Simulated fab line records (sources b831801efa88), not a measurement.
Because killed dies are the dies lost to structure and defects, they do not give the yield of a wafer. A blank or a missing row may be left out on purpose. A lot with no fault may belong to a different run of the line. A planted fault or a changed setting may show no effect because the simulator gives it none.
What tool caused it? | flow sky130 | route of 708 steps, sampled at 1 step: 12 lots, 36 wafers

== WHAT EACH GAUGE READ, for each wafer ==
SKY_POLY_GATE_OVL_MEAS_14.
lot  | measured     | on         | POLY_GATE_OVL (nm)
L075 | day 16 08:03 | overlay-01 | 5 5 2
L077 | day 18 13:17 | overlay-02 | 2 0 1
L078 | day 19 08:25 | overlay-02 | -4 6 0
L081 | day 19 20:40 | overlay-02 | -8 -7 -7
L084 | day 20 04:47 | overlay-01 | -7 -8 4
L086 | day 21 00:16 | overlay-01 | -6 -4 -10
L087 | day 21 08:46 | overlay-02 | -5 4 -10
L089 | day 21 23:59 | overlay-01 | -2 -3 0
L091 | day 22 11:37 | overlay-01 | 5 -4 -3
L093 | day 23 03:41 | overlay-01 | -6 -13 1
L095 | day 24 02:40 | overlay-02 | 1 -4 -2
L097 | day 24 16:23 | overlay-01 | 0 -9 -3

== EACH LOT AND THE TOOL THAT RAN IT (in order: tool; ch and the chambers of the sampled wafers; start) ==
The record shows no process step preceding these readings.

== THE ANSWER, worked out from the rows above alone ==
Rule: the usual values come from the lots themselves. The widest of any qualifying gaps counts: lots, ordered by their means at a reading, are off when they make up no more than a third of the lots, leave a main group of 4 or more, and stand apart from it by 3 or more times the standard deviation of that group's means. The tables above print the reading to a certain number of digits; a main group whose means all agree to those digits is not used. Also off: a lot with no number at a reading for which 4 or more lots have one. Any other lot the step has rows for is counted as sound.
Across all readings shown, no lot is off: no conclusion can be drawn from this.

== WHAT THE SIMULATOR HAD INSERTED ==
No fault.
